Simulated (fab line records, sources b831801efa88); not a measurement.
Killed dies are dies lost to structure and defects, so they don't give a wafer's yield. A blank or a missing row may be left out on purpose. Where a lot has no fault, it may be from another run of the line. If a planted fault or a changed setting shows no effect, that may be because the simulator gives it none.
What tool caused it? || flow gf180mcu || 39 wafers from 13 lots sampled at 5 of the route's 602 steps

== WHAT EACH GAUGE READ, for each wafer ==
GF_V3_THK_MEAS_01.
{"lot": "L173", "measured": "day 21 09:28", "on": "film-metro-01", "V3_CVD_00_THK (nm)": "605 597 596"}
{"lot": "L174", "measured": "day 21 16:31", "on": "film-metro-03", "V3_CVD_00_THK (nm)": "583 582 593"}
{"lot": "L176", "measured": "day 22 14:58", "on": "film-metro-03", "V3_CVD_00_THK (nm)": "899 610 600"}
{"lot": "L177", "measured": "day 22 22:42", "on": "film-metro-01", "V3_CVD_00_THK (nm)": "603 598 892"}
{"lot": "L186", "measured": "day 26 01:29", "on": "film-metro-03", "V3_CVD_00_THK (nm)": "604 599 608"}
{"lot": "L187", "measured": "day 26 06:16", "on": "film-metro-03", "V3_CVD_00_THK (nm)": "596 610 602"}
{"lot": "L188", "measured": "day 26 21:16", "on": "film-metro-02", "V3_CVD_00_THK (nm)": "590 605 591"}
{"lot": "L189", "measured": "day 26 22:57", "on": "film-metro-02", "V3_CVD_00_THK (nm)": "595 591 600"}
{"lot": "L190", "measured": "day 27 05:55", "on": "film-metro-03", "V3_CVD_00_THK (nm)": "602 595 592"}
{"lot": "L192", "measured": "day 28 02:25", "on": "film-metro-03", "V3_CVD_00_THK (nm)": "604 604 606"}
{"lot": "L193", "measured": "day 28 04:18", "on": "film-metro-02", "V3_CVD_00_THK (nm)": "595 605 602"}
{"lot": "L194", "measured": "day 28 19:20", "on": "film-metro-03", "V3_CVD_00_THK (nm)": "590 597 607"}
{"lot": "L196", "measured": "day 28 20:14", "on": "film-metro-03", "V3_CVD_00_THK (nm)": "606 592 602"}

== WHICH TOOL RAN EACH LOT (tool, then ch and the chambers of the sampled wafers, then the start) ==
{"lot": "L173", "GF_V2_SPUTTER_21": "pvd-sputter-02, day 20 07:29", "GF_M3_SPUTTER_00": "pvd-sputter-04, day 20 08:10", "GF_M3_SPUTTER_02": "pvd-sputter-04, day 20 08:18", "GF_V3_CVD_00": "hdpcvd-01 ch 0,1,2, day 21 09:23"}
{"lot": "L174", "GF_V2_SPUTTER_21": "pvd-sputter-02, day 20 14:45", "GF_M3_SPUTTER_00": "pvd-sputter-04, day 20 15:26", "GF_M3_SPUTTER_02": "pvd-sputter-04, day 20 15:34", "GF_V3_CVD_00": "hdpcvd-01 ch 0,1,2, day 21 16:26"}
{"lot": "L176", "GF_V2_SPUTTER_21": "pvd-sputter-04, day 21 13:09", "GF_M3_SPUTTER_00": "pvd-sputter-03, day 21 13:50", "GF_M3_SPUTTER_02": "pvd-sputter-03, day 21 13:58", "GF_V3_CVD_00": "hdpcvd-01 ch 0,1,2, day 22 14:53"}
{"lot": "L177", "GF_V2_SPUTTER_21": "pvd-sputter-02, day 21 21:56", "GF_M3_SPUTTER_00": "pvd-sputter-02, day 21 22:50", "GF_M3_SPUTTER_02": "pvd-sputter-02, day 21 22:58", "GF_V3_CVD_00": "hdpcvd-01 ch 0,1,2, day 22 22:38"}
{"lot": "L186", "GF_V2_SPUTTER_21": "pvd-sputter-01, day 25 02:52", "GF_M3_SPUTTER_00": "pvd-sputter-04, day 25 03:34", "GF_M3_SPUTTER_02": "pvd-sputter-04, day 25 03:42", "GF_V3_CVD_00": "hdpcvd-02 ch 0,2, day 26 01:25"}
{"lot": "L187", "GF_V2_SPUTTER_21": "pvd-sputter-01, day 25 07:34", "GF_M3_SPUTTER_00": "pvd-sputter-04, day 25 08:15", "GF_M3_SPUTTER_02": "pvd-sputter-04, day 25 08:23", "GF_V3_CVD_00": "hdpcvd-01 ch 0,2, day 26 06:11"}
{"lot": "L188", "GF_V2_SPUTTER_21": "pvd-sputter-01, day 25 22:16", "GF_M3_SPUTTER_00": "pvd-sputter-03, day 25 22:58", "GF_M3_SPUTTER_02": "pvd-sputter-03, day 25 23:05", "GF_V3_CVD_00": "hdpcvd-01 ch 0,2, day 26 21:12"}
{"lot": "L189", "GF_V2_SPUTTER_21": "pvd-sputter-04, day 26 00:40", "GF_M3_SPUTTER_00": "pvd-sputter-02, day 26 01:21", "GF_M3_SPUTTER_02": "pvd-sputter-02, day 26 01:29", "GF_V3_CVD_00": "hdpcvd-01 ch 0,1, day 26 22:52"}
{"lot": "L190", "GF_V2_SPUTTER_21": "pvd-sputter-01, day 26 07:47", "GF_M3_SPUTTER_00": "pvd-sputter-02, day 26 08:29", "GF_M3_SPUTTER_02": "pvd-sputter-02, day 26 08:37", "GF_V3_CVD_00": "hdpcvd-01 ch 0,1, day 27 05:51"}
{"lot": "L192", "GF_V2_SPUTTER_21": "pvd-sputter-04, day 27 04:35", "GF_M3_SPUTTER_00": "pvd-sputter-02, day 27 05:17", "GF_M3_SPUTTER_02": "pvd-sputter-02, day 27 05:25", "GF_V3_CVD_00": "hdpcvd-01 ch 0,1, day 28 02:20"}
{"lot": "L193", "GF_V2_SPUTTER_21": "pvd-sputter-01, day 27 06:20", "GF_M3_SPUTTER_00": "pvd-sputter-04, day 27 07:02", "GF_M3_SPUTTER_02": "pvd-sputter-04, day 27 07:10", "GF_V3_CVD_00": "hdpcvd-02 ch 0,1,2, day 28 04:14"}
{"lot": "L194", "GF_V2_SPUTTER_21": "pvd-sputter-04, day 27 22:44", "GF_M3_SPUTTER_00": "pvd-sputter-02, day 27 23:26", "GF_M3_SPUTTER_02": "pvd-sputter-02, day 27 23:34", "GF_V3_CVD_00": "hdpcvd-01 ch 0,1,2, day 28 19:16"}
{"lot": "L196", "GF_V2_SPUTTER_21": "pvd-sputter-04, day 27 23:11", "GF_M3_SPUTTER_00": "pvd-sputter-04, day 27 23:52", "GF_M3_SPUTTER_02": "pvd-sputter-04, day 28 00:00", "GF_V3_CVD_00": "hdpcvd-01 ch 0,1, day 28 20:10"}
- GF_V2_SPUTTER_21: material Ti, target thk 15 nm, time 80.02 s.
- GF_M3_SPUTTER_00: material Ti, target thk 37.5 nm, time 150 s.
- GF_M3_SPUTTER_02: material AlCu, target thk 450 nm, time 23.9 s.
- GF_V3_CVD_00: deposits SiO2, target thk 600 nm, time 100 s.

== WHAT THE TOOLS THEMSELVES READ (means of the sampled wafers that have a number; where no wafer has one, the mark that the record gives instead) ==
GF_V2_SPUTTER_21.
{"lot": "L173", "tool": "pvd-sputter-02", "throttle-valve-pct (%)": 29.7}
{"lot": "L174", "tool": "pvd-sputter-02", "throttle-valve-pct (%)": 29.3}
{"lot": "L176", "tool": "pvd-sputter-04", "throttle-valve-pct (%)": 30.5}
{"lot": "L177", "tool": "pvd-sputter-02", "throttle-valve-pct (%)": 30.7}
{"lot": "L186", "tool": "pvd-sputter-01", "throttle-valve-pct (%)": 29.2}
{"lot": "L187", "tool": "pvd-sputter-01", "throttle-valve-pct (%)": 30.3}
{"lot": "L188", "tool": "pvd-sputter-01", "throttle-valve-pct (%)": 30.0}
{"lot": "L189", "tool": "pvd-sputter-04", "throttle-valve-pct (%)": 28.5}
{"lot": "L190", "tool": "pvd-sputter-01", "throttle-valve-pct (%)": 29.4}
{"lot": "L192", "tool": "pvd-sputter-04", "throttle-valve-pct (%)": 29.5}
{"lot": "L193", "tool": "pvd-sputter-01", "throttle-valve-pct (%)": 29.6}
{"lot": "L194", "tool": "pvd-sputter-04", "throttle-valve-pct (%)": 28.4}
{"lot": "L196", "tool": "pvd-sputter-04", "throttle-valve-pct (%)": 29.5}

GF_M3_SPUTTER_00.
{"lot": "L173", "tool": "pvd-sputter-04", "throttle-valve-pct (%)": 29.1}
{"lot": "L174", "tool": "pvd-sputter-04", "throttle-valve-pct (%)": 29.8}
{"lot": "L176", "tool": "pvd-sputter-03", "throttle-valve-pct (%)": 29.9}
{"lot": "L177", "tool": "pvd-sputter-02", "throttle-valve-pct (%)": 30.2}
{"lot": "L186", "tool": "pvd-sputter-04", "throttle-valve-pct (%)": 28.7}
{"lot": "L187", "tool": "pvd-sputter-04", "throttle-valve-pct (%)": 29.5}
{"lot": "L188", "tool": "pvd-sputter-03", "throttle-valve-pct (%)": 29.9}
{"lot": "L189", "tool": "pvd-sputter-02", "throttle-valve-pct (%)": 30.0}
{"lot": "L190", "tool": "pvd-sputter-02", "throttle-valve-pct (%)": 29.7}
{"lot": "L192", "tool": "pvd-sputter-02", "throttle-valve-pct (%)": 30.1}
{"lot": "L193", "tool": "pvd-sputter-04", "throttle-valve-pct (%)": 29.4}
{"lot": "L194", "tool": "pvd-sputter-02", "throttle-valve-pct (%)": 29.7}
{"lot": "L196", "tool": "pvd-sputter-04", "throttle-valve-pct (%)": 28.5}

GF_M3_SPUTTER_02.
{"lot": "L173", "tool": "pvd-sputter-04", "throttle-valve-pct (%)": 28.8}
{"lot": "L174", "tool": "pvd-sputter-04", "throttle-valve-pct (%)": 29.9}
{"lot": "L176", "tool": "pvd-sputter-03", "throttle-valve-pct (%)": 29.9}
{"lot": "L177", "tool": "pvd-sputter-02", "throttle-valve-pct (%)": 30.2}
{"lot": "L186", "tool": "pvd-sputter-04", "throttle-valve-pct (%)": 28.8}
{"lot": "L187", "tool": "pvd-sputter-04", "throttle-valve-pct (%)": 29.4}
{"lot": "L188", "tool": "pvd-sputter-03", "throttle-valve-pct (%)": 29.9}
{"lot": "L189", "tool": "pvd-sputter-02", "throttle-valve-pct (%)": 29.9}
{"lot": "L190", "tool": "pvd-sputter-02", "throttle-valve-pct (%)": 29.6}
{"lot": "L192", "tool": "pvd-sputter-02", "throttle-valve-pct (%)": 30.2}
{"lot": "L193", "tool": "pvd-sputter-04", "throttle-valve-pct (%)": 29.6}
{"lot": "L194", "tool": "pvd-sputter-02", "throttle-valve-pct (%)": 30.0}
{"lot": "L196", "tool": "pvd-sputter-04", "throttle-valve-pct (%)": 28.5}

GF_V3_CVD_00.
{"lot": "L173", "tool": "hdpcvd-01", "sih4-flow-sccm (sccm)": 60.13}
{"lot": "L174", "tool": "hdpcvd-01", "sih4-flow-sccm (sccm)": 60.01}
{"lot": "L176", "tool": "hdpcvd-01", "sih4-flow-sccm (sccm)": 69.96}
{"lot": "L177", "tool": "hdpcvd-01", "sih4-flow-sccm (sccm)": 70.13}
{"lot": "L186", "tool": "hdpcvd-02", "sih4-flow-sccm (sccm)": 60.02}
{"lot": "L187", "tool": "hdpcvd-01", "sih4-flow-sccm (sccm)": 60.06}
{"lot": "L188", "tool": "hdpcvd-01", "sih4-flow-sccm (sccm)": 59.95}
{"lot": "L189", "tool": "hdpcvd-01", "sih4-flow-sccm (sccm)": 60.03}
{"lot": "L190", "tool": "hdpcvd-01", "sih4-flow-sccm (sccm)": 59.98}
{"lot": "L192", "tool": "hdpcvd-01", "sih4-flow-sccm (sccm)": 59.98}
{"lot": "L193", "tool": "hdpcvd-02", "sih4-flow-sccm (sccm)": 59.84}
{"lot": "L194", "tool": "hdpcvd-01", "sih4-flow-sccm (sccm)": 60.09}
{"lot": "L196", "tool": "hdpcvd-01", "sih4-flow-sccm (sccm)": 60.11}

== THE ANSWER, worked out from the rows above alone ==
Rule: the usual values come from the lots themselves. The widest of any qualifying gaps counts: lots, ordered by their means at a reading, are off when they make up no more than a third of the lots, leave a main group of 4 or more, and stand apart from it by 3 or more times the standard deviation of that group's means. Not used: any main group whose means are identical at the precision the tables above print for the reading. A lot without any number at a reading at which 4 lots or more have one is off too. All remaining lots with rows at the step are treated as sound. Order of review: gauges by route order, followed by the tools' own readings, for which a lot's mean as printed above is used. The first step at which some lot is off is used, and at that step the reading that is off furthest; a lot without a number counts as furthest.
Off: L176, L177, seen at GF_V3_THK_MEAS_01 (V3_CVD_00_THK). The main group has a mean of 598 nm with a standard deviation of 5.
If a tool, at a process step before that reading, ran all the lots that are off and no sound lot after the first of them, it fits. Not tried: the gauges at GF_V3_THK_MEAS_01; whatever is off there is also off at GF_V3_CVD_00, on other tools, and gauge error can't account for it. None of those tried fits.

== WHAT THE SIMULATOR HAD INSERTED ==
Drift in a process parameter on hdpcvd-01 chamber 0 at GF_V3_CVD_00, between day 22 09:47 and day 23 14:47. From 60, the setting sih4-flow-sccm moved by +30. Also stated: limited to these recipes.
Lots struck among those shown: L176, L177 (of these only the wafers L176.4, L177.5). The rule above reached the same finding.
